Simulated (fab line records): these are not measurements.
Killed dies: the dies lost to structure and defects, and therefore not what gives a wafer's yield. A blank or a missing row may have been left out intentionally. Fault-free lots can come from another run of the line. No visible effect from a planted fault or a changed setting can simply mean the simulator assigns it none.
Chamber matching :: flow gf180mcu :: 3 sister chambers for GF_PASSIVATION_CVD_00 on pecvd-03
The step deposits SiO2 from TEOS, target thk 1000 nm, time 111.95 s. 3 wafers are shown with their chamber, then 12 later ones without.

## WAFERS, EACH WITH ITS CHAMBER
wafer: L086.4
chamber: 0
heaterPowerW (W): 504

wafer: L086.5
chamber: 2
heaterPowerW (W): 639

wafer: L086.6
chamber: 1
heaterPowerW (W): 697

## WAFERS WHOSE CHAMBER IS MISSING
wafer: L087.1
heaterPowerW (W): 740

wafer: L087.2
heaterPowerW (W): 636

wafer: L087.4
heaterPowerW (W): 617

wafer: L089.2
heaterPowerW (W): 602

wafer: L089.4
heaterPowerW (W): 641

wafer: L089.6
heaterPowerW (W): 681

wafer: L088.2
heaterPowerW (W): 692

wafer: L088.3
heaterPowerW (W): 714

wafer: L088.5
heaterPowerW (W): 764

wafer: L095.1
heaterPowerW (W): 640

wafer: L095.4
heaterPowerW (W): 518

wafer: L095.5
heaterPowerW (W): 698

## EACH ONE'S CHAMBER
wafer: L087.1
from the rows above: 1
in truth: 1

wafer: L087.2
from the rows above: 2
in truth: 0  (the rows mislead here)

wafer: L087.4
from the rows above: 2
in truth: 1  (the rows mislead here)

wafer: L089.2
from the rows above: 2
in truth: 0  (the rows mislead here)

wafer: L089.4
from the rows above: can't be placed: 2 or 1
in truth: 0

wafer: L089.6
from the rows above: can't be placed: 1 or 2
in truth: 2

wafer: L088.2
from the rows above: can't be placed: 1 or 2
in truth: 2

wafer: L088.3
from the rows above: 1
in truth: 1

wafer: L088.5
from the rows above: 1
in truth: 1

wafer: L095.1
from the rows above: 2
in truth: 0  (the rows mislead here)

wafer: L095.4
from the rows above: 0
in truth: 0

wafer: L095.5
from the rows above: 1
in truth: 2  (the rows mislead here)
Correctly placed: 4 of 12. Unplaceable from these rows: 3, with the true chamber sitting among the candidates in 2. Wrongly placed: 5.
How it was worked out, from the rows above alone: a wafer's distance from a chamber is the root of the sum, over the readings, of the square of ((its reading less the chamber's mean) divided by the reading's scatter). The wafer belongs to the nearest chamber; if the next one is less than 2 further off, it can't be placed. For every chamber, the mean is computed from those of its wafers that are shown. The scatter: root of mean squared gap, hidden wafer to nearest shown wafer, with one shown wafer a chamber.
